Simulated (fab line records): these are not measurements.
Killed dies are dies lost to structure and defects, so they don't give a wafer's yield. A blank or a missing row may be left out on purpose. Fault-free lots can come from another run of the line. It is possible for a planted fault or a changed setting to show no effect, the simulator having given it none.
Problem report in the 8D (eight disciplines) form, filled by code :: flow sky130 :: the parts of the form that need people (team, actions taken, sign-off) are left out

## 1. WHAT IS WRONG
Mean of runLengthS at SKY_VIA4_SOFTBAKE_07: 95.40 s across 6 wafers in 2 lots; on wafers with no fault it is 89.32 s (standard deviation 0.13). That is +47 standard deviations from the usual mean.
The step: time 60 s.
Earliest sighting: wafer L155.1 on lithoTrack-04 at day 45 21:38. Wafers with a number at this step in the record: 33, from 11 lots. Rule for "out" (also "out of limits"): further than 4 standard deviations from the usual mean. Any other wafer with a number is counted as sound.

## 2. WHAT IT IS, AND WHAT IT ISN'T
question: which readings at this step
is: runLengthS
is not: resistLineTempC

question: which lots
is: L155, L156
is not: L141, L143, L144, L145, L147, L149, L160, L161, L164

question: which wafers of those lots
is: all that have a number
is not: -

question: read on which tools
is: lithoTrack-04
is not: lithoTrack-02, lithoTrack-03

question: when
is: from day 45 21:38
is not: up to then (18 sound wafers); but 9 sound wafers of L160, L161, L164 came after

## 3. THE SUSPECTS, EACH WITH WHAT RULES IT OUT
Counting: a tool stays on the suspect list if, at a process step up to the reading, it processed all lots that are out and no sound lot following the first of them.
- rieMetal-04 at SKY_METAL4_METAL_ETCH_18 (etches the open film in Cl2/BCl3, stops on SiO2, target depth 845 nm, time 183.1 s): ruled out as a lasting fault. The sound lots L161 went through it after L155, its earliest lot that is out (day 45 09:55).
- lithoTrack-04 at SKY_VIA4_SOFTBAKE_07 (time 60 s): kept. All lots that are out passed through it, beginning with L155 at day 45 21:38, and no sound lot followed; its final sound lot before that point was L149 at day 44 15:50. On those wafers its own readings are out: runLengthS.
Remaining after the count: lithoTrack-04 at SKY_VIA4_SOFTBAKE_07.

## 4. THE CAUSE (what the simulator had put in)
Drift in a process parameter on lithoTrack-04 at SKY_VIA4_SOFTBAKE_07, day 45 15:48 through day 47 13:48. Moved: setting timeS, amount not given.
This tool alone remained once counting was done.

## 5. THE CHAIN OF EFFECTS, in route order
One row per reading whose mean, taken over the struck wafers that have a number, lies over 3 standard deviations from the usual. Only readings whose record carries a usual standard deviation are examined. hours: median over the lots of the time between each lot's start at the first step of this table that gives one and its start at this step. sigmas: the change, counted in usual standard deviations.
hours: 0
step: SKY_VIA4_SOFTBAKE_07
reading: runLengthS
usual: 89.32 s
on struck wafers: 95.40
change: +6.08
sigmas: +47
Process steps it contains:
- SKY_VIA4_SOFTBAKE_07: time 60 s.

## 6. HOW IT WOULD HAVE BEEN CAUGHT EARLIER
In this record no reading fell out of limits until day 45 21:38, 6 hours after the fault had begun at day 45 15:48.
